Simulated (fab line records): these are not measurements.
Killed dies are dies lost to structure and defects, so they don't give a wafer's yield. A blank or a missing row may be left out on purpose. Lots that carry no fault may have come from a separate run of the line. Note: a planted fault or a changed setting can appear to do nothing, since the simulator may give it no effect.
Which tool was responsible?    flow gf180mcu    12 lots with 36 wafers sampled at 6 steps, on a route of 602 steps

== WHAT THE GAUGES SHOWED, per wafer ==
GF_CONTACT_BOW_MEAS_05.
lot   measured      on             CONTACT_BOW (um)
L253  day 15 07:42  film metro-04  70 79 66
L255  day 15 22:52  film metro-02  72 72 60
L258  day 17 06:14  film metro-02  65 69 69
L260  day 17 16:32  film metro-01  49 64 62
L261  day 17 22:33  film metro-01  65 67 57
L262  day 18 11:38  film metro-04  77 69 66
L263  day 19 03:50  film metro-01  66 65 66
L264  day 19 08:20  film metro-01  70 49 72
L266  day 20 00:21  film metro-02  69 64 72
L268  day 20 18:01  film metro-04  66 60 68
L275  day 22 19:47  film metro-01  75 67 64
L276  day 23 04:55  film metro-04  74 66 53

GF_CONTACT_RS_MEAS_25: a four-point-probe measurement.
lot   measured      on             CONTACT_W_RS (ohm/sq)
L253  day 16 06:23  film metro-01  0.378 0.377 0.388
L255  day 16 22:17  film metro-01  0.379 0.388 0.387
L258  day 18 06:41  film metro-04  0.377 0.383 0.385
L260  day 18 16:59  film metro-04  0.385 0.384 0.383
L261  day 18 22:53  film metro-02  0.383 0.384 0.386
L262  day 19 13:14  film metro-01  0.386 0.386 0.380
L263  day 20 05:10  film metro-02  0.383 0.377 0.387
L264  day 20 09:23  film metro-02  0.376 0.377 0.383
L266  day 21 00:44  film metro-01  0.390 0.386 0.388
L268  day 21 18:50  film metro-01  0.385 0.387 0.390
L275  day 23 19:19  film metro-02  0.377 0.382 0.375
L276  day 24 04:25  film metro-01  0.381 0.388 0.391

GF_M1_RS_MEAS_05: a four-point-probe measurement.
lot   measured      on             M1_ALCU_RS (ohm/sq)
L253  day 16 07:05  film metro-03  0.0685 0.0691 0.0696
L255  day 16 22:59  film metro-03  0.0685 0.0692 0.0691
L258  day 18 07:34  film metro-02  0.0707 0.0691 0.0707
L260  day 18 17:41  film metro-01  0.0694 0.0692 0.0687
L261  day 18 23:35  film metro-02  0.0707 0.0713 0.0706
L262  day 19 13:56  film metro-01  0.0693 0.0698 0.0694
L263  day 20 05:55  film metro-01  0.0705 0.0709 0.0706
L264  day 20 10:05  film metro-03  0.0694 0.0689 0.0685
L266  day 21 01:26  film metro-03  0.0608 0.0606 0.0611
L268  day 21 19:33  film metro-03  0.0609 0.0608 0.0612
L275  day 23 20:01  film metro-03  0.0701 0.0690 0.0689
L276  day 24 05:07  film metro-03  0.0698 0.0703 0.0691

GF_M1_THK_MEAS_06: measures by xrf.
lot   measured      on             M1_ALCU_THK (nm)
L253  day 16 07:11  film metro-03  446 445 442
L255  day 16 23:06  film metro-03  446 443 443
L258  day 18 07:40  film metro-02  438 447 440
L260  day 18 17:49  film metro-01  446 452 455
L261  day 18 23:42  film metro-02  439 435 438
L262  day 19 14:04  film metro-01  448 446 446
L263  day 20 06:02  film metro-01  439 436 438
L264  day 20 10:10  film metro-03  445 448 450
L266  day 21 01:32  film metro-03  505 508 507
L268  day 21 19:40  film metro-03  506 506 500
L275  day 23 20:08  film metro-03  441 446 447
L276  day 24 05:12  film metro-03  442 438 445

== TOOL THAT RAN EACH LOT (tool first, then ch and the chambers of the sampled wafers, then the start) ==
lot   GF_CONTACT_ETCH_17                             GF_M1_SPUTTER_02
L253  rie diel-03 ch 2,3, day 16 06:23 or earlier    pvd sputter-02, day 16 06:58
L255  rie diel-03 ch 1,2,3, day 16 22:17 or earlier  pvd sputter-04, day 16 22:53
L258  rie diel-02 ch 1,2, day 18 06:41 or earlier    pvd sputter-02, day 18 07:27
L260  rie diel-02 ch 1,2, day 18 16:59 or earlier    pvd sputter-02, day 18 17:36
L261  rie diel-01 ch 0,2,3, day 18 22:53 or earlier  pvd sputter-04, day 18 23:29
L262  rie diel-03 ch 0,2,3, day 19 13:14 or earlier  pvd sputter-04, day 19 13:51
L263  rie diel-03 ch 0,3, day 20 05:10 or earlier    pvd sputter-02, day 20 05:49
L264  rie diel-03 ch 2,3, day 20 09:23 or earlier    pvd sputter-02, day 20 09:57
L266  rie diel-03 ch 0,3, day 21 00:44 or earlier    pvd sputter-04, day 21 01:19
L268  rie diel-01 ch 1,2, day 21 18:50 or earlier    pvd sputter-04, day 21 19:28
L275  rie diel-01 ch 0,2,3, day 23 19:19 or earlier  pvd sputter-02, day 23 19:55
L276  rie diel-03 ch 2,3, day 24 04:25 or earlier    pvd sputter-04, day 24 04:58
- GF_CONTACT_ETCH_17: etches SiO2 in C4F8/O2/Ar, stops on CoSi2, target depth 860 nm.
- GF_M1_SPUTTER_02: material AlCu, target thk 450 nm, time 23.9 s.

== AS READ BY THE TOOLS THEMSELVES (means over the sampled wafers that have a number; for cases with no such wafer, the mark the record gives instead) ==
GF_CONTACT_ETCH_17.
lot   tool         oes product au (a.u.)
L253  rie diel-03  0.815
L255  rie diel-03  0.812
L258  rie diel-02  0.820
L260  rie diel-02  0.821
L261  rie diel-01  0.814
L262  rie diel-03  0.809
L263  rie diel-03  0.820
L264  rie diel-03  0.815
L266  rie diel-03  0.812
L268  rie diel-01  0.817
L275  rie diel-01  0.814
L276  rie diel-03  0.815

GF_M1_SPUTTER_02.
lot   tool            cathode dc power W (W)  throttle valve pct (%)
L253  pvd sputter-02  10600                   29.8
L255  pvd sputter-04  10600                   28.8
L258  pvd sputter-02  10599                   29.7
L260  pvd sputter-02  10600                   29.5
L261  pvd sputter-04  10599                   29.8
L262  pvd sputter-04  10600                   29.2
L263  pvd sputter-02  10601                   29.8
L264  pvd sputter-02  10599                   30.2
L266  pvd sputter-04  12216                   29.7
L268  pvd sputter-04  12216                   30.2
L275  pvd sputter-02  10601                   30.1
L276  pvd sputter-04  10599                   29.5

== THE ANSWER, worked out from the rows above alone ==
Rule: what is usual is taken from the lots themselves. The widest of any qualifying gaps counts: lots, ordered by their means at a reading, are off when they make up no more than a third of the lots, leave a main group of 4 or more, and stand apart from it by 3 or more times the standard deviation of that group's means. A main group whose means are all the same, to the digits that the tables above print for the reading, isn't used. Also off: a lot with no number at a reading for which 4 or more lots have one. The other lots that the step has rows for count as sound. First the gauges in route order, then the tools' own readings, where a lot's mean is used as printed above. At the first step where some lot is off, the reading lying furthest off is the one used; lots without a number count as furthest.
Off: at GF_M1_RS_MEAS_05 (M1_ALCU_RS), L266, L268. For the main group the mean is 0.0696 ohm/sq and the standard deviation 0.00068.
A tool fits if, at a process step before that reading, it ran every lot that is off, and no sound lot after the first of them. The gauges at GF_M1_RS_MEAS_05 aren't tried: what is off there is off at GF_M1_SPUTTER_02 too, on other tools, and a gauge's error can't cause that. GF_CONTACT_ETCH_17: start missing for some lots; hours and lot order therefore follow GF_CONTACT_RS_MEAS_25. None of those tried fits.

== WHAT THE SIMULATOR HAD PUT IN ==
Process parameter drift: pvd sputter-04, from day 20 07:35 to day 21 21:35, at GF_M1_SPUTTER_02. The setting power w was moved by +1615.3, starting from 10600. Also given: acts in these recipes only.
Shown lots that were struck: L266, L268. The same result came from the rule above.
